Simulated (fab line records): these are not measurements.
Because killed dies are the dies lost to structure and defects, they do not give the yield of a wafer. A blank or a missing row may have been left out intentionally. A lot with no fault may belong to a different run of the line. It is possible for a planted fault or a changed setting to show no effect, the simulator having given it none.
Which of the tools did it? :: flow sfq line :: 42 wafers sampled from 14 lots at 1 step of a route of 325

== WHAT THE GAUGES SHOWED, per wafer ==
The record lacks any reading of a measuring or inspecting step that a usual standard deviation could be used to judge.

== WHAT TOOL EACH LOT RAN ON (gives the tool, then ch and the chambers of the sampled wafers, and finally the start) ==
lot: L293
SFQ_TRILAYER_C5_ETCH_VIA_ETCH_154: rie diel-04 ch 0,1,2, day 76 22:43

lot: L294
SFQ_TRILAYER_C5_ETCH_VIA_ETCH_154: rie diel-02 ch 0,3, day 76 23:55

lot: L295
SFQ_TRILAYER_C5_ETCH_VIA_ETCH_154: rie diel-01 ch 1,2,3, day 77 07:38

lot: L296
SFQ_TRILAYER_C5_ETCH_VIA_ETCH_154: rie diel-04 ch 0,3, day 77 08:50

lot: L297
SFQ_TRILAYER_C5_ETCH_VIA_ETCH_154: rie diel-02 ch 1,3, day 77 12:26

lot: L305
SFQ_TRILAYER_C5_ETCH_VIA_ETCH_154: rie diel-04 ch 0,1,2, day 80 02:27

lot: L306
SFQ_TRILAYER_C5_ETCH_VIA_ETCH_154: rie diel-04 ch 1,2,3, day 80 06:38

lot: L310
SFQ_TRILAYER_C5_ETCH_VIA_ETCH_154: rie diel-01 ch 2,3, day 81 22:00

lot: L311
SFQ_TRILAYER_C5_ETCH_VIA_ETCH_154: rie diel-01 ch 0,1,2, day 82 01:36

lot: L312
SFQ_TRILAYER_C5_ETCH_VIA_ETCH_154: rie diel-04 ch 0,3, day 82 15:32

lot: L313
SFQ_TRILAYER_C5_ETCH_VIA_ETCH_154: rie diel-02 ch 0,1,2, day 84 16:52

lot: L314
SFQ_TRILAYER_C5_ETCH_VIA_ETCH_154: rie diel-04 ch 0,2,3, day 86 01:16

lot: L315
SFQ_TRILAYER_C5_ETCH_VIA_ETCH_154: rie diel-02 ch 0,2,3, day 86 02:43

lot: L316
SFQ_TRILAYER_C5_ETCH_VIA_ETCH_154: rie diel-04 ch 1,3, day 86 03:55
- SFQ_TRILAYER_C5_ETCH_VIA_ETCH_154: etches SiO2 in CHF3, stops on Nb, target depth 84 nm.

== AS READ BY THE TOOLS THEMSELVES (means over the sampled wafers that have a number; for cases with no such wafer, the mark the record gives instead) ==
SFQ_TRILAYER_C5_ETCH_VIA_ETCH_154. Usual: drypump motor current A 5.7 A, standard deviation 0.55; oes product au 0.896 a.u., standard deviation 0.0083; rf fwd power W 495.4 W, standard deviation 2.1.
lot: L293
tool: rie diel-04
drypump motor current A (A): 5.8
oes product au (a.u.): 0.892
rf fwd power W (W): 496.1
flag: 

lot: L294
tool: rie diel-02
drypump motor current A (A): 5.5
oes product au (a.u.): 0.910
rf fwd power W (W): 497.5
flag: 

lot: L295
tool: rie diel-01
drypump motor current A (A): 5.9
oes product au (a.u.): 0.894
rf fwd power W (W): 494.0
flag: 

lot: L296
tool: rie diel-04
drypump motor current A (A): 5.3
oes product au (a.u.): 0.897
rf fwd power W (W): 496.6
flag: 

lot: L297
tool: rie diel-02
drypump motor current A (A): 5.8
oes product au (a.u.): 0.903
rf fwd power W (W): 498.1
flag: 

lot: L305
tool: rie diel-04
drypump motor current A (A): 5.8
oes product au (a.u.): 0.883
rf fwd power W (W): 468.0
flag: OFF

lot: L306
tool: rie diel-04
drypump motor current A (A): 5.5
oes product au (a.u.): 0.903
rf fwd power W (W): 469.0
flag: OFF

lot: L310
tool: rie diel-01
drypump motor current A (A): 5.7
oes product au (a.u.): 0.898
rf fwd power W (W): 495.5
flag: 

lot: L311
tool: rie diel-01
drypump motor current A (A): 6.1
oes product au (a.u.): 0.890
rf fwd power W (W): 493.9
flag: 

lot: L312
tool: rie diel-04
drypump motor current A (A): 5.4
oes product au (a.u.): 0.894
rf fwd power W (W): 497.0
flag: 

lot: L313
tool: rie diel-02
drypump motor current A (A): 6.1
oes product au (a.u.): 0.895
rf fwd power W (W): 496.3
flag: 

lot: L314
tool: rie diel-04
drypump motor current A (A): 5.6
oes product au (a.u.): 0.898
rf fwd power W (W): 494.6
flag: 

lot: L315
tool: rie diel-02
drypump motor current A (A): 5.7
oes product au (a.u.): 0.898
rf fwd power W (W): 495.9
flag: 

lot: L316
tool: rie diel-04
drypump motor current A (A): 5.2
oes product au (a.u.): 0.905
rf fwd power W (W): 498.5
flag: 

== THE ANSWER, worked out from the rows above alone ==
Rule: lot off if the mean of its wafers having a number is beyond 3 standard deviations from the usual mean. A lot without any number at a reading at which 4 lots or more have one is off too. Any other lot the step has rows for is counted as sound. The gauges are gone through in route order, then the tools' own readings, and for those a lot's mean is taken as printed above. The first step at which some lot is off is used, and at that step the reading that is off furthest; a lot without a number counts as furthest.
Off: L305, L306, at SFQ_TRILAYER_C5_ETCH_VIA_ETCH_154 (rf fwd power W).
If a tool, at that step or one of the process steps before it, ran each lot that is off and ran no sound lot following the first of them, it fits. None of those tried fits.

== WHAT THE SIMULATOR HAD PUT IN ==
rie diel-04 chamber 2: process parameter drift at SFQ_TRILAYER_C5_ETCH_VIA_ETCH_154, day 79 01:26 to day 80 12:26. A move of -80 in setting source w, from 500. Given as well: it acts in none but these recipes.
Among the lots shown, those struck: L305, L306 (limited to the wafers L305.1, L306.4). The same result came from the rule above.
